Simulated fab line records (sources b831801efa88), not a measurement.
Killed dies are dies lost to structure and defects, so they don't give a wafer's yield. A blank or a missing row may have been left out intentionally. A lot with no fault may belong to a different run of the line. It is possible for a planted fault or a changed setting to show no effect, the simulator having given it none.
fab line records -- flow sky130
record lots=15, wafers=45, last-day=50
route steps=708 shown NWELL@81 POLY_GATE@229 LDD_HVN@276 LDD_LDN@291
lots with no fault: from the same line, run without faults
start-h: start of the lot's first displayed wafer, in hours after the record's first day -- wait-h: hours from the lot's prior step to this one -- " the same as in the row above -- L1.1+2: a row that stands for several wafers -- - no value, or no start given -- * or withheld: withheld -- < > ~ a bound
route shown NAME@n: a module of which the file shows steps, and the number in the route of the first -- usual: mean and standard deviation over wafers with no fault -- same: alike in all rows -- chamber/n: place in a boat -- sites: per-site readings -- _std_site: the standard deviation of these -- _edge_site: the outer-site mean with the inner-site mean subtracted -- radius-mm: for every site, how far away it sits from the centre of the wafer -- mask NAME#n: copy n -- behind: tool/chamber where the wafer was last shaped -- hold: why the lot went on hold/how many hours it stayed there/how the hold came to an end -- device: transistor that didn't switch, given as n, p or np -- end of line: the same wafers' tests at the end of the route -- for a step that has no rows: nothing shown but its recipe -- killed: dies lost to structure and defects at the first sort, not the wafer's yield -- map: a wafer's dies, x killed, . not, _ none there
set.NAME: the setting as run; set.NAME@STEP: as run at that earlier step -- model.NAME: the simulator's own value behind a step, which no gauge read
route steps across a sampled set of lots; one table per step, one row per wafer
services: the hour from which a tool's chamber was out of use, counted from the record's first day as start-h (under 0 if before that day), plus the number of hours and why
## steps
# step SKY_NWELL_RTA_28
# recipe temp-c=1050, time-s=30, idle-temp-c=650, ramp-up-c-per-s=150, ramp-down-c-per-s=90, ambient=N2
# usual lamp-power-pct=25.30/0.051, ramp-down-c-per-s=90.000/0.016, ramp-up-c-per-s=150.00/0.029, wafer_temp_C_max=1054.9/1
lot.wafer,tool,chamber,start-h,wait-h,lamp-power-pct,ramp-down-c-per-s,ramp-up-c-per-s,wafer_temp_C_max
L373.1,rtp-anneal-02,0,103.33,0.0,25.19,89.994,150.07,1055.9
L373.4,rtp-anneal-02,0,103.33,0.0,25.28,90.011,149.98,1055.1
L373.6,rtp-anneal-02,0,103.33,0.0,25.23,89.999,150.05,1055.4
L374.1,rtp-anneal-01,0,109.68,0.0,25.31,89.999,150.02,1056.3
L374.4,rtp-anneal-01,0,109.68,0.0,25.33,90.017,150.04,1055.4
L374.5,rtp-anneal-01,0,109.68,0.0,25.32,90.028,150.01,1053.2
L375.1,rtp-anneal-02,0,113.97,0.0,25.27,90.007,150.02,1054.3
L375.2,rtp-anneal-02,0,113.97,0.0,25.34,89.995,149.99,1054.5
L375.5,rtp-anneal-02,0,113.97,0.0,25.36,90.022,150.01,1055.9
L376.2,rtp-anneal-01,0,120.44,0.0,25.35,90.006,150.03,1055.0
L376.3,rtp-anneal-01,0,120.44,0.0,25.35,89.995,149.96,1054.1
L376.5,rtp-anneal-01,0,120.44,0.0,25.35,89.991,149.99,1054.3
L377.1,rtp-anneal-02,0,127.97,0.0,25.30,90.008,149.96,1054.0
L377.2,rtp-anneal-02,0,127.97,0.0,25.27,89.985,150.00,1056.1
L377.5,rtp-anneal-02,0,127.97,0.0,25.32,89.970,149.99,1054.0
L378.2,rtp-anneal-01,0,130.84,0.0,25.29,89.998,149.98,1055.2
L378.3,rtp-anneal-01,0,130.84,0.0,25.27,89.968,150.01,1054.8
L378.5,rtp-anneal-01,0,130.84,0.0,25.20,90.035,149.96,1055.7
L382.2,rtp-anneal-01,0,157.71,0.0,25.39,90.019,150.00,1054.2
L382.3,rtp-anneal-01,0,157.71,0.0,25.26,90.004,149.97,1055.1
L382.6,rtp-anneal-01,0,157.71,0.0,25.25,90.013,149.99,1054.4
L384.1,rtp-anneal-02,0,168.73,0.0,25.35,90.022,149.99,1053.8
L384.5,rtp-anneal-02,0,168.73,0.0,25.23,90.021,150.01,1054.4
L384.6,rtp-anneal-02,0,168.73,0.0,25.39,90.007,150.05,1054.1
L385.3,rtp-anneal-02,0,177.97,0.0,25.29,89.990,150.00,1054.2
L385.4,rtp-anneal-02,0,177.97,0.0,25.27,89.979,150.01,1055.5
L385.6,rtp-anneal-02,0,177.97,0.0,25.32,89.993,150.02,1054.5
L391.2,rtp-anneal-01,0,221.60,0.0,25.24,89.985,150.03,1054.8
L391.4,rtp-anneal-01,0,221.60,0.0,25.35,90.002,150.00,1055.0
L391.6,rtp-anneal-01,0,221.60,0.0,25.47,90.026,149.98,1054.4
L390.2,rtp-anneal-02,0,221.99,0.0,25.31,89.990,149.96,1054.1
L390.3,rtp-anneal-02,0,221.99,0.0,25.31,90.029,149.99,1054.4
L390.6,rtp-anneal-02,0,221.99,0.0,25.29,90.001,149.99,1054.3
L392.1,rtp-anneal-01,0,230.43,0.0,25.30,89.988,149.99,1055.2
L392.5,rtp-anneal-01,0,230.43,0.0,25.33,90.020,150.03,1054.5
L392.6,rtp-anneal-01,0,230.43,0.0,25.33,90.018,150.01,1055.8
L394.1,rtp-anneal-02,0,235.48,0.0,25.18,90.012,149.96,1053.5
L394.2,rtp-anneal-02,0,235.48,0.0,25.31,90.001,149.99,1054.3
L394.4,rtp-anneal-02,0,235.48,0.0,25.33,89.979,150.03,1055.4
L395.1,rtp-anneal-01,0,237.23,0.0,25.30,90.006,149.98,1052.7
L395.3,rtp-anneal-01,0,237.23,0.0,25.30,90.005,150.01,1053.6
L395.4,rtp-anneal-01,0,237.23,0.0,25.33,89.965,149.95,1054.4
L396.2,rtp-anneal-01,0,243.69,0.0,25.42,90.015,150.02,1053.2
L396.5,rtp-anneal-01,0,243.69,0.0,25.26,90.020,150.03,1055.7
L396.6,rtp-anneal-01,0,243.69,0.0,25.33,89.991,150.01,1055.1
# step SKY_POLY_GATE_ETCH_15
# recipe chemistry=N2/H2, target=BARC, ion-energy-ev=200, source-w=500, bias-w=100, pressure-mtorr=30, n2-flow-sccm=100, h2-flow-sccm=200, stop-on=SiO2, time-s=118.5, target-depth-a=1100
# usual drypump-motor-current-A=5.5/0.36, oes-product-au=0.716/0.0047, rf-fwd-power-W=497.4/1.6, throttle-valve-pct=13.211/0.0097
lot.wafer,tool,chamber,start-h,wait-h,drypump-motor-current-A,oes-product-au,rf-fwd-power-W,rf-hours-counter-h,throttle-valve-pct
L373.1,rie-diel-02,0,368.89,0.0,5.2,0.723,499.5,50,13.232
L373.4,rie-diel-02,2,368.89,0.0,6.0,0.710,500.6,102,13.200
L373.6,rie-diel-02,0,368.89,0.0,5.2,0.720,499.5,-,13.202
L374.1,rie-diel-04,3,376.73,0.0,5.4,0.709,497.1,25,13.203
L374.4,rie-diel-04,0,376.73,0.0,5.9,0.714,499.4,-,13.215
L374.5,rie-diel-04,2,376.73,0.0,5.1,0.713,495.2,-,13.207
L375.1,rie-diel-03,3,385.11,0.0,5.5,0.719,498.8,13,13.204
L375.2,rie-diel-03,0,385.11,0.0,5.8,0.719,497.0,2,13.222
L375.5,rie-diel-03,2,385.11,0.0,5.5,0.722,498.5,-,13.211
L376.2,rie-diel-02,1,391.66,0.0,5.1,0.717,496.4,11,13.187
L376.3,rie-diel-02,3,391.66,0.0,5.5,0.706,497.0,29,13.220
L376.5,rie-diel-02,0,391.66,0.0,5.2,0.711,497.6,-,13.218
L377.1,rie-diel-04,1,412.29,0.0,6.2,0.719,496.5,1,13.231
L377.2,rie-diel-04,0,412.29,0.0,5.9,0.725,497.1,80,13.212
L377.5,rie-diel-04,1,412.29,0.0,6.2,0.723,498.2,-,13.217
L378.2,rie-diel-02,3,416.88,0.0,5.5,0.717,497.2,30,13.220
L378.3,rie-diel-02,1,416.88,0.0,5.1,0.711,495.7,11,13.209
L378.5,rie-diel-02,0,416.88,0.0,5.2,0.705,497.0,-,13.219
L382.2,rie-diel-03,1,451.68,0.0,5.4,0.707,497.2,6,13.217
L382.3,rie-diel-03,2,451.68,0.0,5.5,0.712,498.2,1,13.200
L382.6,rie-diel-03,3,451.68,0.0,5.6,0.724,497.2,-,13.204
L384.1,rie-diel-02,3,466.68,0.0,5.5,0.709,497.8,31,13.221
L384.5,rie-diel-02,3,466.68,0.0,5.5,0.720,498.3,-,13.217
L384.6,rie-diel-02,2,466.68,0.0,6.0,0.720,498.0,-,13.221
L385.3,rie-diel-03,2,480.08,0.0,5.5,0.727,499.6,1,13.218
L385.4,rie-diel-03,3,480.08,0.0,5.6,0.720,500.1,15,13.196
L385.6,rie-diel-03,3,480.08,0.0,5.6,0.719,497.0,-,13.203
L391.2,rie-diel-03,2,537.53,0.0,5.5,0.721,496.4,3,13.214
L391.4,rie-diel-03,3,537.53,0.0,5.5,0.723,499.2,15,13.198
L391.6,rie-diel-03,2,537.53,0.0,5.5,0.713,497.3,-,13.212
L390.2,rie-diel-02,2,540.08,0.0,6.0,0.714,497.4,1,13.203
L390.3,rie-diel-02,3,540.08,0.0,5.5,0.716,498.5,32,13.216
L390.6,rie-diel-02,1,540.08,0.0,5.1,0.710,495.8,-,13.224
L392.1,rie-diel-04,1,549.18,0.0,6.2,0.711,495.8,3,13.207
L392.5,rie-diel-04,3,549.18,0.0,5.3,0.721,498.8,-,13.209
L392.6,rie-diel-04,1,549.18,0.0,6.2,0.719,497.9,-,13.187
L394.1,rie-diel-04,2,559.78,0.0,5.1,0.714,495.0,4,13.199
L394.2,rie-diel-04,1,559.78,0.0,6.2,0.717,495.7,3,13.209
L394.4,rie-diel-04,0,559.78,0.0,5.9,0.722,497.2,0,13.215
L395.1,rie-diel-03,2,564.68,0.0,5.5,0.710,497.2,3,13.224
L395.3,rie-diel-03,0,564.68,0.0,5.7,0.718,497.5,5,13.221
L395.4,rie-diel-03,1,564.68,0.0,5.4,0.713,498.7,8,13.223
L396.2,rie-diel-04,1,567.58,0.0,6.2,0.717,495.9,4,13.204
L396.5,rie-diel-04,0,567.58,0.0,5.9,0.714,497.1,-,13.206
L396.6,rie-diel-04,3,567.58,0.0,5.4,0.721,498.0,-,13.214
# step SKY_LDD_HVN_STRIP_09
# recipe chemistry=O2/N2, power-w=1400, pressure-mtorr=1500, platen-temp-c=withheld, o2-flow-sccm=3000, n2-flow-sccm=300, overash-fraction=0.5
# usual drypump-motor-current-A=5.8/0.46, oes-product-au=0.408/0.0049, strip-time-to-endpoint-s=4.133/0.015
lot.wafer,tool,chamber,start-h,wait-h,drypump-motor-current-A,oes-product-au,rf-hours-counter-h,strip-time-to-endpoint-s
L373.1,plasma-asher-01,0,461.01,0.1,5.1,0.399,66,4.130
L373.4,plasma-asher-01,0,461.01,0.1,5.1,0.414,-,4.134
L373.6,plasma-asher-01,1,461.01,0.1,5.7,0.402,-,4.128
L374.1,plasma-asher-03,0,469.19,0.1,6.5,0.406,75,4.156
L374.4,plasma-asher-03,0,469.19,0.1,6.5,0.412,-,4.127
L374.5,plasma-asher-03,0,469.19,0.1,6.5,0.418,-,4.133
L375.1,plasma-asher-03,1,481.74,0.1,5.8,0.404,76,4.135
L375.2,plasma-asher-03,0,481.74,0.1,6.5,0.409,76,4.130
L375.5,plasma-asher-03,0,481.74,0.1,6.5,0.407,-,4.140
L376.2,plasma-asher-02,0,487.81,0.1,5.3,0.405,6,4.140
L376.3,plasma-asher-02,1,487.81,0.1,6.1,0.416,-,4.125
L376.5,plasma-asher-02,0,487.81,0.1,5.3,0.399,-,4.143
L377.1,plasma-asher-02,1,507.96,0.1,6.1,0.407,8,4.144
L377.2,plasma-asher-02,0,507.96,0.1,5.3,0.406,8,4.121
L377.5,plasma-asher-02,1,507.96,0.1,6.1,0.404,-,4.131
L378.2,plasma-asher-03,1,511.61,0.1,5.8,0.403,79,4.128
L378.3,plasma-asher-03,1,511.61,0.1,5.8,0.410,-,4.150
L378.5,plasma-asher-03,1,511.61,0.1,5.8,0.412,-,4.129
L382.2,plasma-asher-03,1,547.71,0.1,5.8,0.409,83,4.145
L382.3,plasma-asher-03,0,547.71,0.1,6.5,0.402,-,4.141
L382.6,plasma-asher-03,1,547.71,0.1,5.8,0.416,-,4.131
L384.1,plasma-asher-01,1,562.76,0.1,5.7,0.405,76,4.133
L384.5,plasma-asher-01,0,562.76,0.1,5.1,0.408,-,4.150
L384.6,plasma-asher-01,1,562.76,0.1,5.7,0.412,-,4.158
L385.3,plasma-asher-03,0,573.65,0.1,6.5,0.403,-,4.136
L385.4,plasma-asher-03,1,573.65,0.1,5.8,0.406,-,4.129
L385.6,plasma-asher-03,1,573.65,0.1,5.8,0.410,-,4.120
L391.2,plasma-asher-02,0,627.61,0.1,5.3,0.415,19,4.119
L391.4,plasma-asher-02,1,627.61,0.1,6.1,0.408,-,4.130
L391.6,plasma-asher-02,1,627.61,0.1,6.1,0.411,-,4.132
L390.2,plasma-asher-02,0,631.11,0.1,5.3,0.402,20,4.146
L390.3,plasma-asher-02,0,631.11,0.1,5.3,0.402,-,4.153
L390.6,plasma-asher-02,0,631.11,0.1,5.3,0.423,-,4.151
L392.1,plasma-asher-01,0,640.41,0.1,5.1,0.406,84,4.138
L392.5,plasma-asher-01,1,640.41,0.1,5.7,0.415,-,4.153
L392.6,plasma-asher-01,0,640.41,0.1,5.1,0.417,-,4.154
L394.1,plasma-asher-03,0,650.82,0.1,6.5,0.401,93,4.106
L394.2,plasma-asher-03,1,650.82,0.1,5.8,0.405,93,4.119
L394.4,plasma-asher-03,0,650.82,0.1,6.5,0.403,-,4.105
L395.1,plasma-asher-01,1,655.66,0.1,5.7,0.400,85,4.121
L395.3,plasma-asher-01,0,655.66,0.1,5.1,0.408,-,4.107
L395.4,plasma-asher-01,1,655.66,0.1,5.7,0.411,-,4.125
L396.2,plasma-asher-02,0,658.37,0.1,5.3,0.415,23,4.122
L396.5,plasma-asher-02,1,658.37,0.1,6.1,0.403,-,4.135
L396.6,plasma-asher-02,0,658.37,0.1,5.3,0.410,-,4.144
# step SKY_LDD_LDN_COAT_02
# recipe resist=NOVOLAK, spin-rpm=3000, resist-thk-nm=1140
lot.wafer,tool,chamber,start-h,wait-h
L373.1+4+6,litho-track-03,0,506.57,0.1
L374.1+4+5,litho-track-01,0,514.95,0.1
L375.1+2+5,litho-track-04,0,527.89,0.1
L376.2+3+5,litho-track-04,0,532.96,0.1
L377.1+2+5,litho-track-03,0,553.22,0.1
L378.2+3+5,litho-track-03,0,557.05,0.1
L382.2+3+6,litho-track-03,0,592.80,0.1
L384.1+5+6,litho-track-03,0,606.67,0.1
L385.3+4+6,litho-track-03,0,617.62,0.1
L391.2+4+6,litho-track-04,0,669.61,0.1
L390.2+3+6,litho-track-04,0,674.56,0.1
L392.1+5+6,litho-track-01,0,683.10,0.1
L394.1+2+4,litho-track-01,0,692.20,0.1
L395.1+3+4,litho-track-03,0,697.32,0.1
L396.2+5+6,litho-track-01,0,700.38,0.1
# step SKY_LDD_LDN_STRIP_12
# recipe chemistry=O2/N2, power-w=1400, pressure-mtorr=1500, platen-temp-c=withheld, o2-flow-sccm=3000, n2-flow-sccm=300, overash-fraction=0.5
# usual drypump-motor-current-A=5.7/0.38, oes-product-au=0.715/0.0047, strip-time-to-endpoint-s=14.19/0.049
lot.wafer,tool,chamber,start-h,wait-h,drypump-motor-current-A,oes-product-au,rf-hours-counter-h,strip-time-to-endpoint-s
L373.1,plasma-asher-04,1,522.32,0.1,5.9,0.710,41,14.16
L373.4,plasma-asher-04,0,522.32,0.1,5.7,0.719,-,14.17
L373.6,plasma-asher-04,1,522.32,0.1,5.9,0.713,-,14.17
L374.1,plasma-asher-03,0,531.41,0.1,6.5,0.709,81,14.21
L374.4,plasma-asher-03,1,531.41,0.1,5.8,0.718,-,14.25
L374.5,plasma-asher-03,0,531.41,0.1,6.5,0.717,-,14.21
L375.1,plasma-asher-04,0,543.66,0.1,5.7,0.710,43,14.23
L375.2,plasma-asher-04,1,543.66,0.1,5.9,0.714,43,14.24
L375.5,plasma-asher-04,0,543.66,0.1,5.7,0.712,-,14.25
L376.2,plasma-asher-04,0,548.89,0.1,5.7,0.715,43,14.19
L376.3,plasma-asher-04,1,548.89,0.1,5.9,0.718,-,14.17
L376.5,plasma-asher-04,1,548.89,0.1,5.9,0.710,-,14.20
L377.1,plasma-asher-04,0,568.36,0.1,5.7,0.712,45,14.18
L377.2,plasma-asher-04,1,568.36,0.1,5.9,0.719,45,14.15
L377.5,plasma-asher-04,0,568.36,0.1,5.7,0.716,-,14.14
L378.2,plasma-asher-04,0,572.54,0.1,5.7,0.712,45,14.20
L378.3,plasma-asher-04,0,572.54,0.1,5.7,0.717,-,14.25
L378.5,plasma-asher-04,0,572.54,0.1,5.7,0.717,-,14.15
L382.2,plasma-asher-03,0,607.91,0.1,6.5,0.419,89,4.55
L382.3,plasma-asher-03,0,607.91,0.1,6.5,0.419,-,4.57
L382.6,plasma-asher-03,1,607.91,0.1,5.8,0.427,-,4.59
L384.1,plasma-asher-01,1,622.74,0.1,5.7,0.428,82,4.55
L384.5,plasma-asher-01,0,622.74,0.1,5.1,0.420,-,4.54
L384.6,plasma-asher-01,1,622.74,0.1,5.8,0.428,-,4.55
L385.3,plasma-asher-04,1,632.76,0.1,5.9,0.425,-,4.59
L385.4,plasma-asher-04,0,632.76,0.1,5.7,0.426,-,4.57
L385.6,plasma-asher-04,1,632.76,0.1,5.9,0.426,-,4.58
L391.2,plasma-asher-01,0,684.67,0.1,5.1,0.720,88,14.21
L391.4,plasma-asher-01,0,684.67,0.1,5.1,0.712,-,14.21
L391.6,plasma-asher-01,1,684.67,0.1,5.7,0.703,-,14.20
L390.2,plasma-asher-01,0,688.99,0.1,5.1,0.722,88,14.16
L390.3,plasma-asher-01,0,688.99,0.1,5.1,0.706,-,14.14
L390.6,plasma-asher-01,1,688.99,0.1,5.7,0.707,-,14.16
L392.1,plasma-asher-01,0,697.34,0.1,5.1,0.724,89,14.19
L392.5,plasma-asher-01,0,697.34,0.1,5.1,0.721,-,14.21
L392.6,plasma-asher-01,1,697.34,0.1,5.7,0.717,-,14.16
L394.1,plasma-asher-04,1,706.76,0.1,5.9,0.721,58,14.19
L394.2,plasma-asher-04,0,706.76,0.1,5.7,0.721,58,14.16
L394.4,plasma-asher-04,1,706.76,0.1,5.9,0.712,-,14.13
L395.1,plasma-asher-01,1,712.42,0.1,5.7,0.710,90,14.16
L395.3,plasma-asher-01,0,712.42,0.1,5.1,0.712,-,14.15
L395.4,plasma-asher-01,1,712.42,0.1,5.7,0.712,-,14.16
L396.2,plasma-asher-01,1,715.14,0.1,5.7,0.714,91,14.19
L396.5,plasma-asher-01,1,715.14,0.1,5.7,0.709,-,14.20
L396.6,plasma-asher-01,0,715.14,0.1,5.1,0.717,-,14.16
## services
tool,chamber,start-h,hours,kind
rie-diel-03,-,96.04,0.3,repair
plasma-asher-04,-,108.75,9.0,pm
rie-diel-03,-,118.07,2.4,repair
rie-diel-02,0,140.64,3.2,repair
rie-diel-04,0,147.46,4.4,repair
plasma-asher-04,-,148.75,0.3,repair
plasma-asher-02,-,157.08,3.6,repair
rie-diel-03,2,157.64,8.2,repair
rie-diel-03,0,182.69,1.3,repair
rie-diel-02,-,185.05,0.8,repair
rie-diel-03,0,204.35,5.9,repair
plasma-asher-03,-,230.10,2.5,repair
rtp-anneal-02,-,260.90,3.8,pm
plasma-asher-01,-,279.79,3.9,repair
plasma-asher-04,-,320.83,0.8,repair
plasma-asher-03,-,332.09,1.1,repair
rtp-anneal-02,-,339.05,2.3,pm
plasma-asher-03,-,381.36,2.0,repair
plasma-asher-04,-,401.68,2.8,pm
plasma-asher-03,-,501.43,2.8,pm
rtp-anneal-01,-,581.66,4.6,pm
plasma-asher-04,-,595.33,1.9,repair
plasma-asher-04,-,616.86,3.0,repair
plasma-asher-01,-,659.03,2.8,pm
## key
first-sign step=SKY_LDD_LDN_STRIP_12, reading=strip-time-to-endpoint-s, direction=down, sigmas=99+, usual=*, struck=*
effect step=SKY_LDD_LDN_STRIP_12, reading=oes-product-au, direction=down, sigmas=62, usual=0.715, struck=0.424
met-at SKY_LDD_LDN_COAT_02
struck-lots L382,L384,L385
sort-left-out L382.2,L382.3,L382.6,L384.1,L384.5,L384.6,L385.3,L385.4,L385.6
tester-left-out L382,L384,L385
not-acting-at SKY_NWELL_RTA_28,SKY_POLY_GATE_ETCH_15,SKY_LDD_HVN_STRIP_09
onset-between 557.05 592.80
fault kind=process-parameter-drift, tool=litho-track-03, chamber=-, onset-h=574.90, steps=SKY_LDD_LDN_COAT_02, channel=resist-thk-nm, offset=-805.88, shape=step, end-h=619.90, acts-in=these-recipes-only, stated=1140
# tester-left-out: of these lots the tester's yield and bins aren't shown, on N5 and GAA mostly nor the transistor test; their killed dies are dies lost to structure and defects alone, not to doping, threshold or leakage, so they don't give the yield
# sort-left-out: the simulated sort isn't trusted on such a fault, so these wafers' sort isn't shown, and their yield isn't known
